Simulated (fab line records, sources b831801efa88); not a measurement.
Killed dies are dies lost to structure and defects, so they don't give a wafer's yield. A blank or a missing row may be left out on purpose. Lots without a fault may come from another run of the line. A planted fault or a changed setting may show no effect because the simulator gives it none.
fab line records | flow sky130
record lots=6 wafers=18 last_day=50
route steps=708 shown CONTACT@421 METAL1@434 PAD_OPEN@708
lots that met no fault: from a run of the same line without faults
start_h: hours from the record's first day to the start of the lot's first wafer shown | wait_h: hours since the lot's step before | " the same as in the row above | L1.1+2: a row that stands for several wafers | - no value, or no start given | * or withheld: withheld | < > ~ a bound
route shown NAME@n: a module of which the file shows steps, and the number in the route of the first | usual: mean/standard deviation of fault-free wafers | same: alike in all rows | chamber/n: place in a boat | sites: the reading at each site | _std_site: their standard deviation | _edge_site: outer sites' mean less inner sites' | radius_mm: how far each site lies from the wafer's centre | mask NAME#n: copy n | behind: the tool/chamber that last shaped the wafer | hold: why the lot was held/for how many hours/how that ended | device: the transistor (n, p or np) that didn't switch | end of line: the same wafers' tests at the end of the route | a step without rows: its recipe alone | killed: dies lost to structure and defects at the first sort, not the wafer's yield | map: a wafer's dies, x killed, . not, _ none there
set.NAME: the setting as run; set.NAME@STEP: as run at that earlier step | model.NAME: the simulator's own value behind a step, which no gauge read
lots at some steps of the route; a table a step, a row a wafer
services: from which hour (start_h, from the record's first day; less than 0 if before it) a tool's chamber was out of use, for how many hours, and why
## steps
# step SKY_CONTACT_OVL_MEAS_15
# usual CONTACT_OVL=3/5.7
# columns lot.wafer tool chamber start_h wait_h CONTACT_OVL[nm]
L716.1 overlay-01 - 769.04 0.1 11
L716.2 " - " " 5
L716.5 " - " " 7
L718.1 overlay-01 - 785.44 0.1 -5
L718.4 " - " " -9
L718.6 " - " " -9
L721.1 overlay-01 - 804.69 0.1 8
L721.3 " - " " 5
L721.5 " - " " 8
L729.1 overlay-01 - 888.64 0.1 1
L729.2 " - " " 2
L729.3 " - " " 0
L731.2 overlay-01 - 891.06 0.1 0
L731.4 " - " " 5
L731.6 " - " " 8
L732.1 overlay-01 - 891.97 0.1 4
L732.2 " - " " 7
L732.5 " - " " -4
# step SKY_CONTACT_ETCH_16
# recipe chemistry=N2/H2 target=BARC ion_energy_ev=200 source_w=500 bias_w=100 pressure_mtorr=30 n2_flow_sccm=100 h2_flow_sccm=200 stop_on=SiO2 time_s=45.9 target_depth_a=600
# usual drypump_motor_current_A=5.7/0.49 oes_product_au=0.854/0.0049 throttle_valve_pct=13.225/0.0099
# columns lot.wafer tool chamber start_h wait_h drypump_motor_current_A oes_product_au rf_hours_counter_h throttle_valve_pct
L716.1 rie_diel-04 3 769.08 0.0 5.8 0.852 10 13.214
L716.2 " 0 " " 5.1 0.861 24 13.219
L716.5 " 0 " " 5.0 0.846 - 13.210
L718.1 rie_diel-04 3 785.48 0.0 5.8 0.850 10 13.223
L718.4 " 0 " " 5.1 0.853 25 13.226
L718.6 " 1 " " 6.8 0.857 - 13.226
L721.1 rie_diel-03 0 804.73 0.0 4.9 0.862 9 13.233
L721.3 " 3 " " 5.7 0.853 7 13.231
L721.5 " 1 " " 4.9 0.853 - 13.240
L729.1 rie_diel-02 1 888.68 0.0 6.0 0.861 8 13.235
L729.2 " 0 " " 5.8 0.849 8 13.212
L729.3 " 3 " " 5.8 0.848 13 13.224
L731.2 rie_diel-03 3 891.09 0.0 5.7 0.855 10 13.235
L731.4 " 0 " " 4.9 0.851 - 13.226
L731.6 " 2 " " 6.1 0.850 - 13.224
L732.1 rie_diel-02 0 892.00 0.0 5.8 0.859 8 13.234
L732.2 " 1 " " 6.0 0.855 8 13.230
L732.5 " 2 " " 5.5 0.857 - 13.230
# step SKY_CONTACT_ETCH_17
# recipe target=SiO2 chemistry=C4F8/O2/Ar stop_on=Si3N4 mask_material=KrF-thick source_w=1500 bias_w=1200 pressure_mtorr=40 c4f8_flow_sccm=withheld O2_flow_sccm=6 Ar_flow_sccm=300 time_s=withheld target_depth_a=3400
# usual oes_product_au=0.891/0.0051
# columns lot.wafer tool chamber start_h wait_h oes_product_au
L716.1 rie_diel-04 3 769.12 0.0 0.887
L716.2 " 0 " " 0.890
L716.5 " 0 " " 0.896
L718.1 rie_diel-04 3 785.52 0.0 0.895
L718.4 " 0 " " 0.888
L718.6 " 1 " " 0.889
L721.1 rie_diel-03 0 804.77 0.0 0.895
L721.3 " 3 " " 0.897
L721.5 " 1 " " 0.897
L729.1 rie_diel-02 1 888.72 0.0 0.901
L729.2 " 0 " " 0.894
L729.3 " 3 " " 0.886
L731.2 rie_diel-03 3 891.13 0.0 0.888
L731.4 " 0 " " 0.892
L731.6 " 2 " " 0.893
L732.1 rie_diel-02 0 892.05 0.0 0.891
L732.2 " 1 " " 0.890
L732.5 " 2 " " 0.887
# step SKY_CONTACT_ETCH_18
# recipe target=Si3N4 chemistry=CHF3/O2 stop_on=TiN source_w=600 bias_w=200 pressure_mtorr=40 chf3_flow_sccm=50 O2_flow_sccm=5 time_s=39 target_depth_a=750
# step SKY_CONTACT_STRIP_19
# recipe chemistry=O2/N2 power_w=1400 pressure_mtorr=1500 platen_temp_c=withheld o2_flow_sccm=3000 n2_flow_sccm=300 overash_fraction=0.5
# usual drypump_motor_current_A=5.9/0.55 oes_product_au=0.381/0.0045 strip_time_to_endpoint_s=3.618/0.026
# columns lot.wafer tool chamber start_h wait_h drypump_motor_current_A oes_product_au rf_hours_counter_h strip_time_to_endpoint_s
L716.1 plasma_asher-02 1 769.21 - 6.3 0.373 35 3.597
L716.2 " 0 " " 6.4 0.383 35 3.611
L716.5 " 0 " " 6.4 0.382 - 3.591
L718.1 plasma_asher-02 1 785.61 - 6.3 0.377 37 3.608
L718.4 " 0 " " 6.4 0.380 - 3.624
L718.6 " 0 " " 6.4 0.378 - 3.644
L721.1 plasma_asher-03 1 804.86 - 5.9 0.390 100 3.637
L721.3 " 0 " " 5.0 0.379 - 3.599
L721.5 " 0 " " 5.0 0.383 - 3.649
L729.1 plasma_asher-02 0 888.81 - 6.4 0.367 50 3.579
L729.2 " 1 " " 6.3 0.377 50 3.590
L729.3 " 0 " " 6.4 0.386 - 3.633
L731.2 plasma_asher-02 0 891.22 - 6.4 0.380 50 3.598
L731.4 " 0 " " 6.4 0.390 - 3.645
L731.6 " 0 " " 6.4 0.375 - 3.578
L732.1 plasma_asher-03 0 892.14 - 5.0 0.378 111 3.634
L732.2 " 1 " " 5.8 0.382 111 3.649
L732.5 " 1 " " 5.8 0.386 - 3.660
# step SKY_CONTACT_STRIP_20
# recipe chemistry=post_etch_residue_remover time_s=1200 temp_c=72.5
# step SKY_CONTACT_CLEAN_21
# recipe chemistry=IPA time_s=180 temp_c=25
# step SKY_CONTACT_CLEAN_22
# recipe chemistry=O3/DIW dry=n2_spin
# step SKY_CONTACT_SPUTTER_23
# recipe material=TiN target_thk_nm=20 chamber_pressure_pa=5 power_w=4000 time_s=80
# step SKY_CONTACT_CVD_24
# recipe material=W target_thk_nm=340 time_s=102.12 temp_c=400 pressure_torr=40
# usual heater_power_w=845/95 susceptor_temp_C=399.96/0.23
# columns lot.wafer tool chamber start_h wait_h heater_power_w susceptor_temp_C
L716.1 cvd_w-02 0 769.86 0.0 724 400.05
L716.2 " 1 " " 780 400.06
L716.5 " 0 " " 716 400.06
L718.1 cvd_w-02 1 786.27 0.0 775 400.38
L718.4 " 1 " " 782 399.83
L718.6 " 0 " " 708 400.60
L721.1 cvd_w-01 1 805.52 0.0 902 399.82
L721.3 " 0 " " 961 399.49
L721.5 " 0 " " 934 400.06
L729.1 cvd_w-01 0 889.46 0.0 952 399.69
L729.2 " 1 " " 906 399.85
L729.3 " 1 " " 927 399.75
L731.2 cvd_w-02 1 891.88 0.0 790 399.49
L731.4 " 0 " " 706 400.15
L731.6 " 1 " " 796 400.03
L732.1 cvd_w-02 1 892.80 0.0 794 399.82
L732.2 " 0 " " 686 400.04
L732.5 " 1 " " 798 399.86
# step SKY_CONTACT_RS_MEAS_25
# recipe thk_meas_gauge=four-point-probe reads=W_of_CONTACT_CVD_24+TiN_of_CONTACT_SPUTTER_23
# usual CONTACT_W_RS=0.336/0.0057
# columns lot.wafer tool chamber start_h wait_h CONTACT_W_RS[ohm/sq]
L716.1 film_metro-03 - 769.97 0.1 0.341
L716.2 " - " " 0.338
L716.5 " - " " 0.341
L718.1 film_metro-03 - 786.38 0.1 0.336
L718.4 " - " " 0.336
L718.6 " - " " 0.335
L721.1 film_metro-04 - 805.63 0.1 0.341
L721.3 " - " " 0.329
L721.5 " - " " 0.329
L729.1 film_metro-01 - 889.57 0.1 0.327
L729.2 " - " " 0.337
L729.3 " - " " 0.340
L731.2 film_metro-01 - 892.01 0.1 0.338
L731.4 " - " " 0.334
L731.6 " - " " 0.338
L732.1 film_metro-04 - 892.91 0.1 0.338
L732.2 " - " " 0.342
L732.5 " - " " 0.339
# step SKY_CONTACT_THK_MEAS_26
# recipe thk_meas_gauge=xrf reads=W_of_CONTACT_CVD_24
# usual CONTACT_W_THK=336/6.9
# columns lot.wafer tool chamber start_h wait_h CONTACT_W_THK[nm]
L716.1 film_metro-03 - 770.09 0.1 332
L716.2 " - " " 335
L716.5 " - " " 331
L718.1 film_metro-03 - 786.50 0.1 339
L718.4 " - " " 339
L718.6 " - " " 338
L721.1 film_metro-04 - 805.75 0.1 331
L721.3 " - " " 347
L721.5 " - " " 344
L729.1 film_metro-01 - 889.69 0.1 344
L729.2 " - " " 332
L729.3 " - " " 328
L731.2 film_metro-01 - 892.12 0.1 331
L731.4 " - " " 336
L731.6 " - " " 333
L732.1 film_metro-04 - 893.03 0.1 340
L732.2 " - " " 338
L732.5 " - " " 337
# step SKY_CONTACT_CMP_27
# recipe stop_on=SiO2 t_overpolish_s=15 down_force_psi=3.5 platen_rpm=60 target_thk_nm=0 pad_velocity_m_s=0.94248
# usual motor_current_A=11.1/1 overpolish_run_s=15.000/0.0089 slurry_flow_ml_min=150.0/0.4 time_to_endpoint_s=81.9/3
# same t_overpolish_s=15
# columns lot.wafer tool chamber start_h wait_h motor_current_A overpolish_run_s slurry_flow_ml_min time_to_endpoint_s
L716.2 cmp-02 2 770.15 0.0 10.2 15.011 149.3 82.6
L716.1 " 1 " " 11.1 15.010 150.2 83.5
L716.5 " 2 " " 9.9 15.009 150.1 81.7
L718.4 cmp-02 2 786.56 0.0 10.2 0.046 149.9 126.6
L718.1 " 0 " " 12.4 15.009 149.7 79.3
L718.6 " 3 " " 10.3 15.007 150.8 76.8
L721.1 cmp-02 2 805.86 0.1 9.9 0.031 150.4 125.1
L721.3 " 3 " " 10.1 15.006 149.9 77.9
L721.5 " 1 " " 11.3 15.000 149.4 86.0
L729.1 cmp-01 1 889.75 0.1 11.0 14.997 150.3 87.3
L729.3 " 3 " " 9.9 15.017 149.4 82.6
L729.2 " 0 " " 10.9 15.006 149.5 83.9
L731.4 cmp-02 3 892.22 0.1 10.1 14.996 150.2 82.9
L731.2 " 1 " " 11.6 14.994 150.2 84.4
L731.6 " 2 " " 10.0 14.998 151.0 83.8
L732.1 cmp-02 3 893.19 0.1 9.8 15.009 149.4 79.3
L732.2 " 0 " " 12.2 15.000 150.2 81.9
L732.5 " 1 " " 12.2 14.993 150.2 81.1
# step SKY_METAL1_SPUTTER_00
# recipe material=Ti target_thk_nm=15 power_w=3000 time_s=10 chamber_pressure_pa=0.4
# usual throttle_valve_pct=29.7/0.93
# columns lot.wafer tool chamber start_h wait_h throttle_valve_pct
L716.1 pvd_sputter-01 - 770.45 0.1 29.6
L716.2 " - " " 29.0
L716.5 " - " " 29.4
L718.1 pvd_sputter-02 - 786.86 0.1 28.9
L718.6 " - " " 30.0
L721.3 pvd_sputter-02 - 806.11 0.1 30.4
L721.5 " - " " 30.5
L729.1 pvd_sputter-03 - 890.05 0.2 30.5
L729.2 " - " " 29.3
L729.3 " - " " 30.3
L731.2 pvd_sputter-02 - 892.47 0.1 28.9
L731.4 " - " " 28.0
L731.6 " - " " 28.7
L732.1 pvd_sputter-03 - 893.39 0.1 30.5
L732.2 " - " " 29.4
L732.5 " - " " 29.7
# step SKY_PAD_OPEN_PROBE_99
# usual killed_at_M0_to_M3=43/7.4 killed_at_M4_up=3.1/1.9 killed_at_contacts=25/5.4 killed_at_front_end=15/4.3 killed_at_other=0.3/0.54 killed_dies=86/10 killed_on_rim=17/4 killed_open=46/7.4 killed_short=40/7
# same gross_dies=492 killed_at_back_side=0
# columns lot.wafer tool chamber start_h wait_h killed_at_M0_to_M3 killed_at_M4_up killed_at_contacts killed_at_front_end killed_at_other killed_dies killed_on_rim killed_open killed_short
L716.1 prober-01 - 1104.26 0.1 47 4 31 16 0 98 19 57 40
L716.2 prober-01 - 1104.31 0.1 56 2 28 13 0 99 17 60 39
L716.5 prober-01 - 1104.46 0.2 50 5 29 14 0 98 16 62 34
L718.1 prober-01 - 1114.21 0.1 39 3 14 18 1 75 18 41 34
L718.4 prober-01 - 1114.36 0.2 37 2 444 9 0 492 96 46 43
L718.6 prober-01 - 1114.46 0.2 52 1 30 12 0 95 21 60 35
L721.1 prober-02 - 1130.58 0.1 33 5 436 17 1 492 96 38 37
L721.3 prober-02 - 1130.68 0.2 53 2 31 13 0 99 15 62 37
L721.5 prober-02 - 1130.78 0.2 55 0 21 8 0 84 25 40 44
L729.1 prober-02 - 1187.52 0.1 37 3 27 15 0 82 14 58 24
L729.2 prober-02 - 1187.57 0.1 48 3 30 26 0 107 16 56 50
L729.3 prober-02 - 1187.62 0.2 46 1 37 22 1 107 23 64 43
L731.2 prober-02 - 1189.75 0.1 43 1 29 14 1 88 11 56 31
L731.4 prober-02 - 1189.85 0.2 37 2 18 18 1 76 15 43 32
L731.6 prober-02 - 1189.95 0.2 45 4 35 14 0 98 16 47 51
L732.1 prober-01 - 1191.12 0.1 34 2 27 14 0 77 23 40 35
L732.2 prober-01 - 1191.17 0.1 37 0 27 17 0 81 13 39 38
L732.5 prober-01 - 1191.32 0.2 44 4 27 11 0 86 16 46 40
# killed by level:class
L716.1 VIA3:geometric_particle:open=14 VIA1:geometric_particle:open=9 CONTACT:geometric_particle:short=9 CONTACT:geometric_particle:open=9 VIA2:geometric_particle:open=8 FIELD_ISO:geometric_particle:open=7 LI_CONTACT:geometric_particle:open=5 FIELD_ISO:geometric_particle:short=4
L716.2 CONTACT:geometric_particle:open=12 LI_CONTACT:geometric_particle:open=10 VIA3:geometric_particle:open=9 VIA2:geometric_particle:open=9 METAL3:geometric_particle:short=9 METAL1:geometric_particle:short=7 VIA1:geometric_particle:open=7 POLY_GATE:geometric_particle:open=6
L716.5 CONTACT:geometric_particle:open=14 VIA1:geometric_particle:open=13 VIA3:geometric_particle:open=9 LI_CONTACT:geometric_particle:open=7 VIA2:geometric_particle:open=6 FIELD_ISO:geometric_particle:open=5 LOCAL_INTERCONNECT:geometric_particle:short=4 METAL1:geometric_particle:short=4
L718.1 VIA1:geometric_particle:open=10 FIELD_ISO:geometric_particle:open=8 METAL2:geometric_particle:short=7 CONTACT:geometric_particle:open=6 VIA2:geometric_particle:open=5 FIELD_ISO:geometric_particle:short=4 LI_CONTACT:geometric_particle:open=4 VIA1:geometric_particle:short=3
L718.4 CONTACT:area_cmp=403 CONTACT:geometric_particle:open=16 CONTACT:geometric_particle:short=10 VIA1:geometric_particle:open=8 VIA2:geometric_particle:short=7 VIA2:geometric_particle:open=7 LI_CONTACT:geometric_particle:open=6 LOCAL_INTERCONNECT:geometric_particle:short=5
L718.6 VIA1:geometric_particle:open=15 CONTACT:geometric_particle:open=14 LI_CONTACT:geometric_particle:open=8 METAL2:geometric_particle:short=8 VIA2:geometric_particle:open=7 VIA3:geometric_particle:open=6 FIELD_ISO:geometric_particle:open=4 METAL1:geometric_particle:short=4
L721.1 CONTACT:area_cmp=417 VIA1:geometric_particle:open=9 CONTACT:geometric_particle:short=7 FIELD_ISO:geometric_particle:open=6 CONTACT:geometric_particle:open=6 METAL4:geometric_particle:short=5 POLY_GATE:geometric_particle:short=4 VIA2:geometric_particle:open=4
L721.3 VIA1:geometric_particle:open=13 VIA2:geometric_particle:open=11 CONTACT:geometric_particle:open=10 LI_CONTACT:geometric_particle:open=9 VIA1:geometric_particle:short=8 METAL2:geometric_particle:short=5 VIA3:geometric_particle:open=5 FIELD_ISO:geometric_particle:open=4
L721.5 VIA1:geometric_particle:open=14 CONTACT:geometric_particle:open=10 METAL1:geometric_particle:short=8 VIA1:geometric_particle:short=6 METAL2:geometric_particle:short=5 VIA2:geometric_particle:open=5 METAL3:geometric_particle:short=5 VIA3:geometric_particle:short=5
L729.1 CONTACT:geometric_particle:open=17 VIA1:geometric_particle:open=14 VIA3:geometric_particle:open=6 POLY_GATE:geometric_particle:open=5 VIA1:geometric_particle:short=5 POLY_GATE:geometric_particle:short=4 CONTACT:geometric_particle:short=3 METAL1:geometric_particle:short=3
L729.2 CONTACT:geometric_particle:open=15 VIA1:geometric_particle:open=13 FIELD_ISO:geometric_particle:short=8 VIA1:geometric_particle:short=8 FIELD_ISO:geometric_particle:open=7 CONTACT:geometric_particle:short=6 VIA3:geometric_particle:open=6 POLY_GATE:geometric_particle:short=5
L729.3 VIA1:geometric_particle:open=17 CONTACT:geometric_particle:open=13 CONTACT:geometric_particle:short=10 POLY_GATE:geometric_particle:open=9 FIELD_ISO:geometric_particle:open=6 LOCAL_INTERCONNECT:geometric_particle:short=5 VIA2:geometric_particle:short=4 LI_CONTACT:geometric_particle:open=4
L731.2 VIA1:geometric_particle:open=16 CONTACT:geometric_particle:open=10 VIA2:geometric_particle:open=9 LI_CONTACT:geometric_particle:open=7 VIA3:geometric_particle:open=6 FIELD_ISO:geometric_particle:short=4 LI_CONTACT:geometric_particle:short=4 LOCAL_INTERCONNECT:geometric_particle:short=4
L731.4 VIA1:geometric_particle:open=12 VIA2:geometric_particle:open=7 VIA3:geometric_particle:open=6 FIELD_ISO:geometric_particle:short=5 LOCAL_INTERCONNECT:geometric_particle:short=4 CONTACT:geometric_particle:short=4 CONTACT:geometric_particle:open=4 POLY_GATE:geometric_particle:short=3
L731.6 LOCAL_INTERCONNECT:geometric_particle:short=9 CONTACT:geometric_particle:open=9 VIA3:geometric_particle:open=9 LI_CONTACT:geometric_particle:open=8 METAL2:geometric_particle:short=7 VIA1:geometric_particle:open=6 CONTACT:geometric_particle:short=6 METAL1:geometric_particle:short=6
L732.1 CONTACT:geometric_particle:open=10 VIA1:geometric_particle:open=10 METAL1:geometric_particle:short=6 LI_CONTACT:geometric_particle:open=5 CONTACT:geometric_particle:short=5 METAL2:geometric_particle:short=5 VIA2:geometric_particle:open=5 VIA3:geometric_particle:open=4
L732.2 CONTACT:geometric_particle:open=10 VIA1:geometric_particle:open=8 LI_CONTACT:geometric_particle:open=7 CONTACT:geometric_particle:short=6 VIA3:geometric_particle:open=5 VIA3:geometric_particle:short=5 FIELD_ISO:geometric_particle:short=4 VIA1:geometric_particle:short=4
L732.5 VIA3:geometric_particle:open=10 CONTACT:geometric_particle:open=9 VIA1:geometric_particle:open=9 METAL2:geometric_particle:short=8 LI_CONTACT:geometric_particle:open=6 CONTACT:geometric_particle:short=6 METAL1:geometric_particle:short=5 VIA2:geometric_particle:short=5
# map L718.4 (x killed, . not)
__________xxxxxxxxxx_________
________xxxxxxxxxxxxxx_______
______xxxxxxxxxxxxxxxxxx_____
_____xxxxxxxxxxxxxxxxxxxx____
____xxxxxxxxxxxxxxxxxxxxxx___
___xxxxxxxxxxxxxxxxxxxxxxxx__
__xxxxxxxxxxxxxxxxxxxxxxxxxx_
_xxxxxxxxxxxxxxxxxxxxxxxxxxxx
_xxxxxxxxxxxxxxxxxxxxxxxxxxxx
_xxxxxxxxxxxxxxxxxxxxxxxxxxxx
_xxxxxxxxxxxxxxxxxxxxxxxxxxxx
_xxxxxxxxxxxxxxxxxxxxxxxxxxxx
_xxxxxxxxxxxxxxxxxxxxxxxxxxxx
_xxxxxxxxxxxxxxxxxxxxxxxxxxxx
_xxxxxxxxxxxxxxxxxxxxxxxxxxxx
__xxxxxxxxxxxxxxxxxxxxxxxxxx_
___xxxxxxxxxxxxxxxxxxxxxxxx__
____xxxxxxxxxxxxxxxxxxxxxx___
_____xxxxxxxxxxxxxxxxxxxx____
______xxxxxxxxxxxxxxxxxx_____
________xxxxxxxxxxxxxx_______
__________xxxxxxxxxx_________
# map L721.1 (x killed, . not)
__________xxxxxxxxxx_________
________xxxxxxxxxxxxxx_______
______xxxxxxxxxxxxxxxxxx_____
_____xxxxxxxxxxxxxxxxxxxx____
____xxxxxxxxxxxxxxxxxxxxxx___
___xxxxxxxxxxxxxxxxxxxxxxxx__
__xxxxxxxxxxxxxxxxxxxxxxxxxx_
_xxxxxxxxxxxxxxxxxxxxxxxxxxxx
_xxxxxxxxxxxxxxxxxxxxxxxxxxxx
_xxxxxxxxxxxxxxxxxxxxxxxxxxxx
_xxxxxxxxxxxxxxxxxxxxxxxxxxxx
_xxxxxxxxxxxxxxxxxxxxxxxxxxxx
_xxxxxxxxxxxxxxxxxxxxxxxxxxxx
_xxxxxxxxxxxxxxxxxxxxxxxxxxxx
_xxxxxxxxxxxxxxxxxxxxxxxxxxxx
__xxxxxxxxxxxxxxxxxxxxxxxxxx_
___xxxxxxxxxxxxxxxxxxxxxxxx__
____xxxxxxxxxxxxxxxxxxxxxx___
_____xxxxxxxxxxxxxxxxxxxx____
______xxxxxxxxxxxxxxxxxx_____
________xxxxxxxxxxxxxx_______
__________xxxxxxxxxx_________
## services
# columns tool chamber start_h hours kind
pvd_sputter-02 - 745.22 3.9 repair
pvd_sputter-03 - 745.88 1.9 repair
cvd_w-01 - 751.63 7.6 repair
cvd_w-02 - 761.29 2.8 pm
cmp-01 - 761.53 3.9 repair
pvd_sputter-02 - 767.52 5.3 repair
pvd_sputter-01 - 781.14 1.9 repair
rie_diel-03 3 812.76 7.1 repair
cmp-02 - 817.57 0.8 repair
plasma_asher-03 - 821.21 1.3 repair
rie_diel-03 - 823.39 0.6 repair
rie_diel-04 - 824.83 14.6 pm
cmp-02 - 837.78 4.6 pm
cvd_w-01 0 850.31 12.8 repair
cmp-01 - 869.16 5.3 pm
rie_diel-03 2 869.64 5.8 repair
plasma_asher-02 - 871.61 2.5 repair
cmp-02 - 874.69 11.1 pm
pvd_sputter-02 0 880.77 - consumable_replace:kit
pvd_sputter-02 0 880.77 18.0 scheduled_down
pvd_sputter-02 0 880.77 18.0 vent_cycle
cvd_w-01 - 887.22 1.0 repair
rie_diel-03 1 890.32 47.8 repair
cvd_w-01 - 890.53 2.8 repair
## key
first_sign step=SKY_CONTACT_CMP_27 reading=overpolish_run_s direction=down sigmas=99+ usual=15.000 struck=0.039
effect step=SKY_CONTACT_CMP_27 reading=time_to_endpoint_s direction=up sigmas=15 usual=* struck=*
effect step=SKY_PAD_OPEN_PROBE_99 reading=killed_at_contacts direction=up sigmas=77 usual=25 struck=440
more_kills_born_at SKY_CONTACT_CMP_27@cmp-02=820
met_at SKY_CONTACT_CMP_27
struck_wafers L718.4,L721.1
later_rows_left_out L718.4,L721.1
tester_left_out L718,L721
onset_between 770.15 786.56
fault kind=process_parameter_drift tool=cmp-02 chamber=2 onset_h=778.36 steps=SKY_CONTACT_CMP_27 channel=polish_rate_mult offset=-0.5 shape=step end_h=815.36
# tester_left_out: of these lots the tester's yield and bins aren't shown, on N5 and GAA mostly nor the transistor test; their killed dies are dies lost to structure and defects alone, not to doping, threshold or leakage, so they don't give the yield
# later_rows_left_out: the simulator's readings of these wafers behind a module that went badly wrong aren't trusted and aren't shown, but for the sort
